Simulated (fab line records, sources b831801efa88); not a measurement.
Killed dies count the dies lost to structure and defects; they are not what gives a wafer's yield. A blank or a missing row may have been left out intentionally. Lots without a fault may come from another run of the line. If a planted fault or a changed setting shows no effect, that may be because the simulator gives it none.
Which tool was responsible? + flow sky130 + 34 wafers from 12 lots sampled at 5 of the route's 708 steps

WHAT EACH GAUGE READ, for each wafer
SKY_RES_PROTECT_TW_MEAS_08.
| lot  | measured     | on            | POLY_GATE_TW   |
|------|--------------|---------------|----------------|
| L916 | day 15 09:46 | film-metro-01 | 4061 4060 4044 |
| L919 | day 16 10:08 | film-metro-04 | 4061 4064 4049 |
| L920 | day 17 01:49 | film-metro-01 | 4084 4052 4051 |
| L922 | day 17 17:25 | film-metro-01 | 4044 4072 4059 |
| L921 | day 17 19:14 | film-metro-03 | 4000 4013 4021 |
| L924 | day 18 00:07 | film-metro-01 | 4061 4062 4066 |
| L927 | day 19 21:24 | film-metro-03 | 4016 4023      |
| L929 | day 20 04:56 | film-metro-01 | 4039 4038      |
| L935 | day 22 01:26 | film-metro-04 | 4083 4085 4070 |
| L937 | day 22 13:07 | film-metro-04 | 4064 4065 4077 |
| L938 | day 22 17:43 | film-metro-03 | 4034 4053 4021 |
| L939 | day 23 03:19 | film-metro-03 | 4031 4054 4052 |

SKY_LDD_LDN_OVL_MEAS_07.
| lot  | measured     | on         | LDD_LDN_OVL (nm) |
|------|--------------|------------|------------------|
| L916 | day 23 14:53 | overlay-02 | -0.6 1.4 -1.2    |
| L919 | day 24 08:47 | overlay-02 | 1.2 -0.1 1.0     |
| L920 | day 24 23:11 | overlay-01 | 2.8 -0.8 0.5     |
| L922 | day 25 15:19 | overlay-02 | 1.8 1.5 0.5      |
| L921 | day 25 18:47 | overlay-02 | -0.8 0.7 -0.8    |
| L924 | day 25 22:32 | overlay-02 | -1.2 -0.8 -1.2   |
| L927 | day 27 17:19 | overlay-02 | -0.6 -0.2        |
| L929 | day 27 23:02 | overlay-02 | -0.2 0.6         |
| L935 | day 29 17:15 | overlay-01 | 1.7 0.3 1.4      |
| L937 | day 30 04:26 | overlay-01 | 0.2 1.0 0.8      |
| L938 | day 30 07:25 | overlay-02 | 1.3 2.9 0.5      |
| L939 | day 30 15:47 | overlay-02 | 2.7 3.1 2.8      |

SKY_VIA3_CD_MEAS_12: the cd target is 200 nm.
| lot  | measured     | on        | cd-nm (nm)              |
|------|--------------|-----------|-------------------------|
| L916 | day 40 07:16 | cd-sem-02 | 200.6 202.0 200.1       |
| L919 | day 40 22:41 | cd-sem-01 | 201.7 200.7 199.3       |
| L920 | day 41 09:29 | cd-sem-02 | 201.8 202.6 201.0       |
| L922 | day 41 22:31 | cd-sem-01 | 198.6 198.4 199.0       |
| L921 | day 42 02:41 | cd-sem-02 | 199.4 199.7 199.1       |
| L924 | day 42 06:38 | cd-sem-02 | 200.7 199.2 200.1       |
| L927 | day 43 12:54 | cd-sem-01 | 199.5 153.3 199.2 153.0 |
| L929 | day 43 18:37 | cd-sem-01 | 153.6 154.6 153.3 154.6 |
| L935 | day 45 05:38 | cd-sem-01 | 200.2 199.7 200.1       |
| L937 | day 45 11:37 | cd-sem-02 | 200.5 201.6 200.0       |
| L938 | day 45 14:28 | cd-sem-02 | 197.7 199.2 199.1       |
| L939 | day 46 00:09 | cd-sem-02 | 202.2 200.3 202.3       |

TOOL THAT RAN EACH LOT (tool first, then ch and the chambers of the sampled wafers, then the start)
| lot  | SKY_LI_CONTACT_SPUTTER_20    | SKY_VIA3_EXPOSE_09                |
|------|------------------------------|-----------------------------------|
| L916 | pvd-sputter-03, day 29 21:38 | krf-scanner-02 ch 0, day 39 19:26 |
| L919 | pvd-sputter-03, day 30 15:47 | krf-scanner-02 ch 0, day 40 10:17 |
| L920 | pvd-sputter-03, day 31 03:00 | krf-scanner-01 ch 0, day 40 22:11 |
| L922 | pvd-sputter-03, day 31 19:11 | krf-scanner-01 ch 0, day 41 10:53 |
| L921 | pvd-sputter-03, day 31 23:07 | krf-scanner-02 ch 0, day 41 15:05 |
| L924 | pvd-sputter-04, day 32 01:43 | krf-scanner-02 ch 0, day 41 19:10 |
| L927 | pvd-sputter-04, day 33 16:21 | krf-scanner-01 ch 0, day 43 01:49 |
| L929 | pvd-sputter-04, day 33 21:06 | krf-scanner-01 ch 0, day 43 07:10 |
| L935 | pvd-sputter-04, day 35 14:03 | krf-scanner-02 ch 0, day 44 18:44 |
| L937 | pvd-sputter-01, day 36 00:06 | krf-scanner-02 ch 0, day 45 01:22 |
| L938 | pvd-sputter-03, day 36 03:00 | krf-scanner-02 ch 0, day 45 03:57 |
| L939 | pvd-sputter-04, day 36 12:21 | krf-scanner-02 ch 0, day 45 13:50 |
- SKY_LI_CONTACT_SPUTTER_20: material TiN, target thk 20 nm, time 80 s.
- SKY_VIA3_EXPOSE_09: exposes mask VIM3, target cd 200 nm.

AS READ BY THE TOOLS THEMSELVES (means over the sampled wafers that have a number; for cases with no such wafer, the mark the record gives instead)
SKY_LI_CONTACT_SPUTTER_20.
| lot  | tool           | cathode-dc-power-W (W) | throttle-valve-pct (%) |
|------|----------------|------------------------|------------------------|
| L916 | pvd-sputter-03 | 4000.7                 | 28.6                   |
| L919 | pvd-sputter-03 | 4000.3                 | 27.9                   |
| L920 | pvd-sputter-03 | 3999.7                 | 29.3                   |
| L922 | pvd-sputter-03 | 3999.6                 | 27.7                   |
| L921 | pvd-sputter-03 | 4000.9                 | 28.7                   |
| L924 | pvd-sputter-04 | 3999.5                 | 30.5                   |
| L927 | pvd-sputter-04 | 4000.5                 | 30.4                   |
| L929 | pvd-sputter-04 | 3999.8                 | 30.1                   |
| L935 | pvd-sputter-04 | 4000.5                 | 30.2                   |
| L937 | pvd-sputter-01 | 3999.9                 | 29.2                   |
| L938 | pvd-sputter-03 | 3999.8                 | 29.3                   |
| L939 | pvd-sputter-04 | 3999.4                 | 30.5                   |

SKY_VIA3_EXPOSE_09.
| lot  | tool           | exposure-dose-mJ-cm2 |
|------|----------------|----------------------|
| L916 | krf-scanner-02 | 38.14                |
| L919 | krf-scanner-02 | 38.11                |
| L920 | krf-scanner-01 | 38.59                |
| L922 | krf-scanner-01 | 38.64                |
| L921 | krf-scanner-02 | 38.09                |
| L924 | krf-scanner-02 | 38.08                |
| L927 | krf-scanner-01 | 38.62                |
| L929 | krf-scanner-01 | 38.64                |
| L935 | krf-scanner-02 | 38.05                |
| L937 | krf-scanner-02 | 38.10                |
| L938 | krf-scanner-02 | 38.10                |
| L939 | krf-scanner-02 | 38.08                |

THE ANSWER, worked out from the rows above alone
Rule: the lots themselves supply what counts as usual. Put in order of their means at a reading, lots are off if they are a third of the lots or fewer, leave a main group of 4 or more, and stand apart from it by a gap of 3 or more times the standard deviation of the main group's means; of several such gaps the widest counts. The tables above print the reading to a certain number of digits; a main group whose means all agree to those digits is not used. A lot without any number at a reading at which 4 lots or more have one is off too. The other lots that the step has rows for count as sound. After the gauges, taken in route order, come the tools' own readings; for these a lot's mean is taken, as printed above. At the first step where some lot is off, the reading lying furthest off is the one used; lots without a number count as furthest.
Off: L927, L929 (SKY_VIA3_CD_MEAS_12, cd-nm). Mean 200.2 nm and standard deviation 1 in the main group.
If a tool, at a process step before that reading, ran all the lots that are off and no sound lot after the first of them, it fits. The gauges at SKY_VIA3_CD_MEAS_12 aren't tried: what is off there is off at SKY_VIA3_EXPOSE_09 too, on other tools, and a gauge's error can't cause that. One fits: SKY_VIA3_EXPOSE_09 on krf-scanner-01. Its last sound lot is L922 (day 41 10:53), its first lot that is off L927 (day 43 01:49): a fault that began between those two fits.

WHAT HAD BEEN PUT IN BY THE SIMULATOR
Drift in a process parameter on krf-scanner-01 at SKY_VIA3_EXPOSE_09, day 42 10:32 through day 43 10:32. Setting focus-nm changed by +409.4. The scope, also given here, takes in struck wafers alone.
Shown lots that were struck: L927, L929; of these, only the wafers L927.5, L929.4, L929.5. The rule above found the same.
